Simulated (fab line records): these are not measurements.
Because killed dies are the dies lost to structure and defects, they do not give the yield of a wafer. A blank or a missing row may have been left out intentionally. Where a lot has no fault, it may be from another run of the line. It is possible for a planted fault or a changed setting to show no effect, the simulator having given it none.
One fault seen from 2 desks -- flow gf180mcu -- every desk sees just its own numbers, and what lay behind them comes last

## FROM THE METROLOGY DESK
Lot by lot, what the gauges showed, no matter which tool ran the lot: averages of those sampled wafers that carry a number. A lot is out of limits, marked OUT, if its mean lies more than 4 standard deviations from the usual mean; the brackets give that distance.
Columns: A = V5_BOW at GF_V5_BOW_MEAS_05, usual 132 um
lot,first seen here,A
L438,day 26 11:24,138
L439,day 26 22:05,141
L442,day 28 00:21,134
L443,day 28 04:07,147
L445,day 29 01:35,143
L446,day 29 01:59,126
L448,day 29 12:44,145
L447,day 29 15:56,144
L449,day 30 05:45,123
L450,day 30 07:49,144
L452,day 30 20:03,125
L458,day 32 08:04,125
L460,day 33 04:05,121
Finding of this desk: none of the 13 lots has anything out of limits.

## THE TOOL OWNER'S DESK: rie-diel-02
The tool's own readings at GF_V5_ETCH_17 (etches SiO2 in C4F8/O2/Ar, stops on TiN, target depth 855 nm): means of the sampled wafers that have a number, for each lot that ran on this tool. A lot is out of limits, marked OUT, if its mean lies more than 4 standard deviations from the usual mean; the brackets give that distance.
Columns: A = oes-product-au at GF_V5_ETCH_17, usual 0.860 a.u.; B = rf-fwd-power-W at GF_V5_ETCH_17, usual 1494 W
lot,first seen here,A,B
L438,day 27 08:00,0.859,1494
L443,day 28 23:00,0.863,1490
L449,day 31 00:00,0.857,1493
L452,day 31 13:00,0.856,1491
L458,day 33 01:00,0.859,1736 (+49) OUT
L460,day 33 20:00,0.861,1735 (+49) OUT
Finding of this desk: L458, L460 out of limits; the first was L458 at day 33 01:00, on rf-fwd-power-W at GF_V5_ETCH_17. L438, L443, L449, L452: within limits.

## ALL TOGETHER
The tool owner's desk could have raised an alarm at day 33 01:00, on L458, L460.
The metrology desk saw nothing out of limits.
The metrology desk has L458, L460 on record, within its limits.
On rie-diel-02, each named lot ran GF_V5_ETCH_17.

## WHAT WAS PUT IN BY THE SIMULATOR
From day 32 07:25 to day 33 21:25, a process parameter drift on rie-diel-02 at GF_V5_ETCH_17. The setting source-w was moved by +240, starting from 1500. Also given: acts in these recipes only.
Struck lots among those shown: L458, L460.
Each desk's first reading out of limits, in hours after the fault started: the tool owner's desk, 18.
